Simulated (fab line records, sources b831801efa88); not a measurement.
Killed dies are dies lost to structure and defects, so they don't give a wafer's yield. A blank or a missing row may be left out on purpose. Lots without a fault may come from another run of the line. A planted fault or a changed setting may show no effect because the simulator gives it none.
One fault seen from 2 desks | flow sky130 | each desk has only its own numbers; what lay behind them comes last

THE TOOL OWNER'S DESK: implanter-04
The tool's own readings at SKY_VT_ADJUST_LVTN_IMPLANT_19: means of the sampled wafers that have a number, for each lot that ran on this tool. A lot is out of limits, marked OUT, if its mean lies more than 4 standard deviations from the usual mean; the brackets give that distance.
Columns: A = beam_energy_keV at SKY_VT_ADJUST_LVTN_IMPLANT_19, usual 29.999
lot  | first seen here | A
L450 | day 8 01:46     | 30.002
L460 | day 10 16:29    | 28.566 (-99 or more) OUT
L464 | day 12 00:56    | 28.566 (-99 or more) OUT
This desk's finding: out of limits on L460, L464; first on L460, day 10 16:29 (beam_energy_keV at SKY_VT_ADJUST_LVTN_IMPLANT_19). In limits: L450.

THE METROLOGY DESK
What the gauges read, lot by lot, whatever tool the lot ran on: means of the sampled wafers that have a number. A lot is out of limits, marked OUT, if its mean lies more than 4 standard deviations from the usual mean; the brackets give that distance.
Columns: A = VT_ADJUST_LVTN_OVL at SKY_VT_ADJUST_LVTN_OVL_MEAS_07, usual -0.9 nm; B = VT_ADJUST_LVTN_TW at SKY_VT_ADJUST_LVTN_TW_MEAS_10, usual 239.0; C = VT_ADJUST_LVTN_01_OVL at SKY_VT_ADJUST_LVTN_OVL_MEAS_18, usual 1.2 nm
lot  | first seen here | A    | B     | C
L450 | day 7 05:56     | -0.6 | 236.2 | 2.1
L451 | day 7 07:29     | 1.2  | 235.4 | 1.9
L460 | day 9 18:53     | -1.6 | 242.7 | 0.7
L464 | day 11 00:59    | 0.3  | 238.0 | 1.7
L468 | day 11 22:25    | -2.9 | 240.0 | 1.4
L470 | day 12 14:25    | -1.8 | 235.0 | 0.1
This desk's finding: nothing out of limits on any of the 6 lots.

PUT TOGETHER
The tool owner's desk could have raised an alarm at day 10 16:29, on L460, L464.
The metrology desk saw nothing out of limits.
The metrology desk has L460, L464 on record, within its limits.
Of the lots named, all ran SKY_VT_ADJUST_LVTN_IMPLANT_19 on implanter-04.

WHAT THE SIMULATOR HAD PUT IN
Process parameter drift: implanter-04, from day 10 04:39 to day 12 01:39, at SKY_VT_ADJUST_LVTN_IMPLANT_19. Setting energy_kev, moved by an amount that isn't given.
Lots struck among those shown: L460, L464.
Hours from the fault's start to each desk's first reading out of limits: the tool owner's desk, 12.
